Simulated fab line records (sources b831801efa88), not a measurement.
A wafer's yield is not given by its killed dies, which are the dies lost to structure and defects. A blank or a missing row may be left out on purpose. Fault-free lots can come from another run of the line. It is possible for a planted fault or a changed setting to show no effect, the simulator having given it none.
Problem report in the 8D (eight disciplines) form, filled by code || flow gf180mcu || the parts of the form that need people (team, actions taken, sign-off) are left out

1. WHAT IS WRONG
Wafers without a fault read 0.4001 Pa, standard deviation 0.00076; chamber_pressure_pa at GF_MIM_SPUTTER_07 reads a mean of 0.3090 Pa on 6 wafers belonging to 2 lots. So: -99 or more standard deviations from the usual mean.
The step: material TiN, target thk 60 nm, time 50 s.
Seen first at day 28 01:27 on pvd_sputter-04, wafer L733.2. At this step, 18 wafers from 6 lots have a number in the record. By rule, "out" or "out of limits" means more than 4 standard deviations away from the usual mean. Any other wafer with a number is counted as sound.

2. WHAT IT IS, WHAT IT ISN'T
{"question": "which readings at this step", "is": "chamber_pressure_pa, throttle_valve_pct", "is not": "-"}
{"question": "which lots", "is": "L733, L734", "is not": "L722, L740, L743, L745"}
{"question": "which wafers of those lots", "is": "all that have a number", "is not": "-"}
{"question": "read on which tools", "is": "pvd_sputter-04", "is not": "pvd_sputter-02, pvd_sputter-03"}
{"question": "when", "is": "from day 28 01:27", "is not": "up to then (3 sound wafers); but 9 sound wafers of L740, L743, L745 came after"}

3. THE SUSPECTS, EACH WITH WHAT RULES IT OUT
Counting: a tool at a process step up to the reading stays a suspect if it ran every lot that is out and no sound lot after the first of them.
- pvd_sputter-02 at GF_V4_SPUTTER_22 (material TiN, target thk 10 nm, time 40 s): ruled out as a lasting fault. Following L733 (day 28 00:31), the first lot on it that is out, the sound lots L740, L745 were run on it.
- pvd_sputter-03 at GF_MIM_SPUTTER_02 (material AlCu, target thk 450 nm, time 23.59 s): ruled out as a lasting fault. Following L733 (day 28 01:16), the first lot on it that is out, the sound lots L745 were run on it.
- pvd_sputter-03 at GF_MIM_SPUTTER_03 (material Ti, target thk 10 nm, time 6.7 s): ruled out as a lasting fault. Following L733 (day 28 01:18), the first lot on it that is out, the sound lots L745 were run on it.
- pvd_sputter-04 at GF_MIM_SPUTTER_07 (material TiN, target thk 60 nm, time 50 s): ruled out as a lasting fault. Following L733 (day 28 01:27), the first lot on it that is out, the sound lots L745 were run on it.
Left after counting: nothing in the record.

4. THE CAUSE (what the simulator had put in)
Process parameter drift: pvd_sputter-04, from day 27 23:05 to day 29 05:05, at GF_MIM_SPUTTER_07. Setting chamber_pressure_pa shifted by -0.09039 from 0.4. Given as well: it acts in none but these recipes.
Counting ruled it out, wrongly.

5. SEQUENCE OF EFFECTS, ordered by route
One row per reading whose mean, taken over the struck wafers that have a number, lies over 3 standard deviations from the usual. Scope: only readings with a usual standard deviation given in the record; hours: median across lots of the time from each lot's start at the first step in this table that gives one to its start at this step; sigmas: change in usual standard deviations.
{"hours": 0, "step": "GF_MIM_SPUTTER_07", "reading": "chamber_pressure_pa", "usual": "0.4001 Pa", "on struck wafers": 0.3090, "change": -0.0911, "sigmas": "-99 or more"}
{"hours": 0, "step": "GF_MIM_SPUTTER_07", "reading": "throttle_valve_pct", "usual": "29.7 %", "on struck wafers": 34.2, "change": "+4.5", "sigmas": "+5.4"}
Its process steps:
- GF_MIM_SPUTTER_07: material TiN, target thk 60 nm, time 50 s.

6. WHAT WOULD HAVE CAUGHT IT SOONER
The fault began at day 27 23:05; the first out-of-limits reading in this record came at day 28 01:27, 2 hours later.
